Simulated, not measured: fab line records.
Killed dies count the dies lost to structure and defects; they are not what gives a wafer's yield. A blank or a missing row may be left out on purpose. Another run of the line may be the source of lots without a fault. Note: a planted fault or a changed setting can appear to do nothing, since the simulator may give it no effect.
Chamber matching | flow gf180mcu | GF_PASSIVATION_CVD_00 on pecvd-02: 3 sister chambers
The step deposits SiO2 from TEOS, target thk 1000 nm, time 111.95 s. 3 wafers are shown with their chamber, then 8 later ones without.

== WAFERS, EACH WITH ITS CHAMBER ==
wafer  | chamber | heater power w (W)
L221.5 | 0       | 548
L221.6 | 1       | 536
L222.1 | 2       | 629

== WAFERS WITH NO CHAMBER GIVEN ==
wafer  | heater power w (W)
L222.3 | 687
L222.6 | 668
L229.1 | 644
L229.5 | 548
L229.6 | 534
L232.3 | 571
L232.5 | 652
L232.6 | 579

== CHAMBER TAKEN BY EACH ==
wafer  | from the rows above          | in truth
L222.3 | 2                            | 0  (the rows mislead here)
L222.6 | 2                            | 2
L229.1 | 2                            | 2
L229.5 | can't be placed: 0 or 1      | 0
L229.6 | can't be placed: 1 or 0      | 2
L232.3 | can't be placed: 0 or 1 or 2 | 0
L232.5 | 2                            | 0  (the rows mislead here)
L232.6 | can't be placed: 0 or 1 or 2 | 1
2 of 8 placed correctly. Cannot be placed on the basis of these rows: 4; the candidates contain the true chamber in 3. Number placed wrongly: 2.
How it was worked out, from the rows above alone: a wafer's distance from a chamber is the root of the sum, over the readings, of the square of ((its reading less the chamber's mean) divided by the reading's scatter). If the next closest chamber is less than 2 further off than the closest, the wafer can't be placed; otherwise it belongs to the closest. A chamber's mean is the mean of its shown wafers. The scatter: root of mean squared gap, hidden wafer to nearest shown wafer, with one shown wafer a chamber.
